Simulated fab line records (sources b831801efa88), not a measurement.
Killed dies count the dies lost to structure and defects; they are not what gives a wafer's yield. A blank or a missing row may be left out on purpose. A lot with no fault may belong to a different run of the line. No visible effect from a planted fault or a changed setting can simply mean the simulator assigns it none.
Problem report in the 8D (eight disciplines) form, filled by code :: flow sky130 :: the parts of the form that need people (team, actions taken, sign-off) are left out

## 1. THE PROBLEM
At SKY_FIELD_ISO_ETCH_17, run length s averages 79.2 s over 6 wafers from 2 lots, while fault-free wafers read 125.9 s, standard deviation 0.38. That is -99 or more standard deviations from the usual mean.
The step: etches Si in HBr/Cl2/O2, target depth 342 nm, time 97.7 s.
The first sign was on wafer L276.1 at day 3 22:25, on rie si-01. Wafers with a number at this step in the record: 38, from 13 lots. By rule, "out" or "out of limits" means more than 4 standard deviations away from the usual mean. The other wafers with a number count as sound.

## 2. WHAT IT IS, WHAT IT ISN'T
question: which readings at this step
is: run length s
is not: HBr_flow_sccm, drypump motor current A, oes product au, throttle valve pct

question: which lots
is: L276, L277
is not: L268, L269, L270, L271, L278, L279, L282, L285, L287, L288, L289

question: which wafers of those lots
is: all that have a number
is not: -

question: read on which tools
is: rie si-01
is not: rie si-02

question: when
is: from day 3 22:25
is not: up to then (12 sound wafers); but 20 sound wafers of L278, L279, L282, L285, L287, L288, L289 came after

## 3. THE SUSPECTS, EACH WITH WHAT RULES IT OUT
Counting: a tool at a process step up to the reading stays a suspect if it ran every lot that is out and no sound lot after the first of them.
- rie si-01 at SKY_FIELD_ISO_ETCH_17 (etches Si in HBr/Cl2/O2, target depth 342 nm, time 97.7 s): kept. It processed each lot that is out, first L276 at day 3 22:25, and no sound lot thereafter; up to then, the last sound lot it processed was L270 at day 2 17:50. Out on those wafers are its own readings of run length s.
Left after counting: rie si-01 at SKY_FIELD_ISO_ETCH_17.

## 4. THE CAUSE (what the simulator had put in)
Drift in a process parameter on rie si-01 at SKY_FIELD_ISO_ETCH_17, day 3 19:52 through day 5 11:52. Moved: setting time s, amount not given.
Counting left only this tool.

## 5. THE CHAIN OF EFFECTS, in route order
Each row: a reading whose mean over the struck wafers that have a number lies more than 3 standard deviations from the usual. Readings are gone through only where the record gives a usual standard deviation; hours: the median, over the lots, of the time from a lot's start at the first step in this table giving one to that lot's start at this step; sigmas: the change measured in usual standard deviations.
hours: 0
step: SKY_FIELD_ISO_ETCH_17
reading: run length s
usual: 125.9 s
on struck wafers: 79.2
change: -46.8
sigmas: -99 or more
Process steps it contains:
- SKY_FIELD_ISO_ETCH_17: etches Si in HBr/Cl2/O2, target depth 342 nm, time 97.7 s.
Later measuring or inspecting steps at which every struck wafer that the step has a row for has a number for every such reading, and none has moved that far: SKY_DNWELL_TW_MEAS_09, SKY_NWELL_RS_MEAS_31.

## 6. HOW IT WOULD HAVE BEEN CAUGHT EARLIER
3 hours passed between the start of the fault at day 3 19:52 and the first reading out of limits in this record, taken at day 3 22:25.
